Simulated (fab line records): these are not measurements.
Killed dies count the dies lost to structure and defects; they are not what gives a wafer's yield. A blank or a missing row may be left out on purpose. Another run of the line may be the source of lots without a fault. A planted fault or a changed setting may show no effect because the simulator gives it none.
The tool behind it: which one? + flow sky130 + 13 lots, 39 wafers sampled, at 5 steps of a route of 708

WHAT THE GAUGES READ, wafer by wafer
SKY_VT_ADJUST_LVTN_TW_MEAS_21. Usual: VT_ADJUST_LVTN_2_TW 187.3, standard deviation 0.89.
| lot  | measured     | on            | VT_ADJUST_LVTN_2_TW | flag |
|------|--------------|---------------|---------------------|------|
| L539 | day 7 15:15  | film-metro-02 | 187.4 186.8 187.1   |      |
| L542 | day 8 12:02  | film-metro-02 | 187.9 188.6 187.7   |      |
| L543 | day 9 07:41  | film-metro-04 | 187.5 186.8 186.3   |      |
| L544 | day 9 09:50  | film-metro-02 | 186.7 186.9 187.2   |      |
| L545 | day 9 10:53  | film-metro-03 | 188.1 187.0 188.1   |      |
| L550 | day 10 18:08 | film-metro-03 | 187.4 187.8 187.7   |      |
| L551 | day 11 00:42 | film-metro-03 | 187.9 187.6 188.2   |      |
| L552 | day 11 07:56 | film-metro-02 | 185.8 187.3 186.6   |      |
| L559 | day 13 07:56 | film-metro-03 | 188.6 188.2 187.5   |      |
| L558 | day 13 08:32 | film-metro-02 | 186.4 185.2 185.4   |      |
| L560 | day 14 01:50 | film-metro-04 | 185.9 186.7 187.0   |      |
| L561 | day 14 04:08 | film-metro-03 | 185.0 189.1 186.8   |      |
| L562 | day 14 05:14 | film-metro-02 | 187.8 187.8 186.5   |      |

SKY_VT_ADJUST_PCH_TW_MEAS_10. Usual: VT_ADJUST_PCH_TW 142.8, standard deviation 1.7.
| lot  | measured     | on            | VT_ADJUST_PCH_TW  | flag |
|------|--------------|---------------|-------------------|------|
| L539 | day 10 05:22 | film-metro-01 | 146.0 145.2 144.8 |      |
| L542 | day 11 04:20 | film-metro-04 | 141.5 142.4 142.0 |      |
| L543 | day 12 03:37 | film-metro-04 | 142.0 142.2 142.4 |      |
| L544 | day 12 06:41 | film-metro-02 | 141.8 141.0 140.5 |      |
| L545 | day 12 08:38 | film-metro-04 | 142.5 142.2 142.6 |      |
| L550 | day 13 18:20 | film-metro-01 | 144.7 145.1 145.3 |      |
| L551 | day 14 02:34 | film-metro-04 | 140.6 141.2 142.2 |      |
| L552 | day 14 10:49 | film-metro-04 | 142.0 141.1 141.6 |      |
| L559 | day 16 16:32 | film-metro-01 | 143.8 144.3 145.3 |      |
| L558 | day 16 18:08 | film-metro-04 | 142.0 142.2 142.9 |      |
| L560 | day 17 13:02 | film-metro-04 | 141.0 141.9 143.0 |      |
| L561 | day 17 15:46 | film-metro-04 | 142.5 142.0 141.7 |      |
| L562 | day 17 16:20 | film-metro-01 | 144.6 145.4 145.7 |      |

SKY_SONOS_TUNNEL_CD_MEAS_07: target cd 410 nm. Usual: cd-nm 409.6 nm, standard deviation 2.2.
| lot  | measured     | on        | cd-nm (nm)        | flag |
|------|--------------|-----------|-------------------|------|
| L539 | day 11 03:07 | cd-sem-01 | 410.5 410.9 411.5 |      |
| L542 | day 12 03:37 | cd-sem-02 | 405.3 406.4 407.4 |      |
| L543 | day 13 04:11 | cd-sem-02 | 408.2 409.0 411.6 |      |
| L544 | day 13 07:34 | cd-sem-01 | 409.7 410.1 409.9 |      |
| L545 | day 13 09:31 | cd-sem-02 | 410.2 410.9 411.5 |      |
| L550 | day 14 20:08 | cd-sem-02 | 409.3 408.6 408.9 |      |
| L551 | day 15 05:24 | cd-sem-01 | 410.7 412.2 411.4 |      |
| L552 | day 15 13:05 | cd-sem-01 | 411.1 409.4 410.2 |      |
| L559 | day 17 21:22 | cd-sem-02 | 410.5 409.9 408.0 |      |
| L558 | day 17 23:43 | cd-sem-01 | 410.1 409.9 413.4 |      |
| L560 | day 18 19:47 | cd-sem-01 | 409.4 411.6 409.7 |      |
| L561 | day 18 22:19 | cd-sem-01 | 410.1 409.0 410.4 |      |
| L562 | day 18 22:41 | cd-sem-02 | 412.1 411.5 410.0 |      |

SKY_SONOS_ONO_THK_MEAS_05. Usual: SONOS_ONO_CVD_04_THK 5.66 nm, standard deviation 0.11.
| lot  | measured     | on            | SONOS_ONO_CVD_04_THK (nm) | flag |
|------|--------------|---------------|---------------------------|------|
| L539 | day 11 08:40 | film-metro-03 | 5.66 5.74 5.69            |      |
| L542 | day 12 10:14 | film-metro-03 | 5.56 5.51 5.53            |      |
| L543 | day 13 09:40 | film-metro-01 | 5.79 5.62 5.70            |      |
| L544 | day 13 15:41 | film-metro-01 | 5.45 5.47 5.55            |      |
| L545 | day 13 15:41 | film-metro-04 | 5.66 5.78 5.67            |      |
| L550 | day 15 08:19 | film-metro-04 | 7.92 8.07 8.01            | OFF  |
| L551 | day 15 10:46 | film-metro-03 | 8.07 8.00 8.08            | OFF  |
| L552 | day 15 19:20 | film-metro-03 | 8.13 8.18 8.05            | OFF  |
| L559 | day 18 04:20 | film-metro-04 | 5.62 5.55 5.62            |      |
| L558 | day 18 05:35 | film-metro-04 | 5.71 5.76 5.68            |      |
| L560 | day 19 03:56 | film-metro-03 | 5.51 5.51 5.49            |      |
| L561 | day 19 08:11 | film-metro-04 | 5.72 5.68 5.72            |      |
| L562 | day 19 08:11 | film-metro-03 | 5.58 5.68 5.56            |      |

WHICH TOOL RAN EACH LOT (tool, then ch and the chambers of the sampled wafers, then the start)
| lot  | SKY_SONOS_ONO_CVD_04        |
|------|-----------------------------|
| L539 | lpcvd-03 ch 1, day 11 07:24 |
| L542 | lpcvd-03 ch 0, day 12 08:59 |
| L543 | lpcvd-03 ch 1, day 13 08:25 |
| L544 | lpcvd-03 ch 1, day 13 13:49 |
| L545 | lpcvd-03 ch 1, day 13 13:49 |
| L550 | lpcvd-03 ch 0, day 15 07:04 |
| L551 | lpcvd-03 ch 0, day 15 09:31 |
| L552 | lpcvd-03 ch 0, day 15 18:05 |
| L559 | lpcvd-03 ch 0, day 18 03:05 |
| L558 | lpcvd-03 ch 1, day 18 04:20 |
| L560 | lpcvd-03 ch 0, day 19 02:41 |
| L561 | lpcvd-03 ch 1, day 19 06:56 |
| L562 | lpcvd-03 ch 1, day 19 06:56 |
- SKY_SONOS_ONO_CVD_04: deposits SiO2 from SiH4/N2O, target thk 5.7199 nm.

WHAT THE TOOLS THEMSELVES READ (means of the sampled wafers that have a number; where no wafer has one, the mark that the record gives instead)
SKY_SONOS_ONO_CVD_04. Usual: zone-power-upper-pct 16.4 %, standard deviation 1.5.
| lot  | tool     | zone-power-upper-pct (%) | flag |
|------|----------|--------------------------|------|
| L539 | lpcvd-03 | 15.3                     |      |
| L542 | lpcvd-03 | 18.3                     |      |
| L543 | lpcvd-03 | 15.1                     |      |
| L544 | lpcvd-03 | 15.2                     |      |
| L545 | lpcvd-03 | 15.3                     |      |
| L550 | lpcvd-03 | 18.4                     |      |
| L551 | lpcvd-03 | 18.2                     |      |
| L552 | lpcvd-03 | 18.2                     |      |
| L559 | lpcvd-03 | 18.2                     |      |
| L558 | lpcvd-03 | 15.4                     |      |
| L560 | lpcvd-03 | 18.2                     |      |
| L561 | lpcvd-03 | 15.3                     |      |
| L562 | lpcvd-03 | 15.1                     |      |

THE ANSWER, worked out from the rows above alone
Rule: take the mean of a lot's wafers that have a number; if it is more than 3 standard deviations from the usual mean, the lot is off. A lot without any number at a reading at which 4 lots or more have one is off too. All remaining lots with rows at the step are treated as sound. After the gauges, taken in route order, come the tools' own readings; for these a lot's mean is taken, as printed above. At the first step where some lot is off, the reading lying furthest off is the one used; lots without a number count as furthest.
Off: L550, L551, L552, seen at SKY_SONOS_ONO_THK_MEAS_05 (SONOS_ONO_CVD_04_THK).
A tool fits if, at a process step before that reading, it ran every lot that is off, and no sound lot after the first of them. Those tools and the gauges at SKY_SONOS_ONO_THK_MEAS_05 are tried in the same way. No candidate that was tried fits.

WHAT THE SIMULATOR HAD INSERTED
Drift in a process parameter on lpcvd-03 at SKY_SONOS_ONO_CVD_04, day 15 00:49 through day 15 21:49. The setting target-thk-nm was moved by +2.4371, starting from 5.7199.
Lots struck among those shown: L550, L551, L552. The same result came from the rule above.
